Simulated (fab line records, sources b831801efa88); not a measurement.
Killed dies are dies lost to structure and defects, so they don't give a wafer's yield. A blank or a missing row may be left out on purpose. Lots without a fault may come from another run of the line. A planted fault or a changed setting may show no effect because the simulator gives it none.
Which tool did it? | flow sky130 | 7 lots, 21 wafers sampled, at 1 step of a route of 708

WHAT THE GAUGES READ, wafer by wafer
SKY_VIA4_BOW_MEAS_03.
lot  | measured     | on            | VIA4_BOW (um)
L674 | day 42 21:48 | film_metro-03 | 70 83 73
L677 | day 43 11:16 | film_metro-03 | 86 76 75
L679 | day 43 22:18 | film_metro-03 | 78 81 74
L681 | day 44 13:26 | film_metro-04 | 98 89 93
L686 | day 46 00:35 | film_metro-04 | 48 69 76
L688 | day 46 13:38 | film_metro-04 | 85 75 88
L694 | day 48 00:26 | film_metro-04 | 67 88 92

WHICH TOOL RAN EACH LOT (tool, then ch and the chambers of the sampled wafers, then the start)
The record holds no process step before these readings.

THE ANSWER, worked out from the rows above alone
Rule: what is usual is taken from the lots themselves. Put in order of their means at a reading, lots are off if they are a third of the lots or fewer, leave a main group of 4 or more, and stand apart from it by a gap of 3 or more times the standard deviation of the main group's means; of several such gaps the widest counts. A main group whose means are all the same, to the digits that the tables above print for the reading, isn't used. A lot without any number at a reading at which 4 lots or more have one is off too. The other lots that the step has rows for count as sound.
No lot is off at any reading shown: from this, nothing can be told.

WHAT THE SIMULATOR HAD PUT IN
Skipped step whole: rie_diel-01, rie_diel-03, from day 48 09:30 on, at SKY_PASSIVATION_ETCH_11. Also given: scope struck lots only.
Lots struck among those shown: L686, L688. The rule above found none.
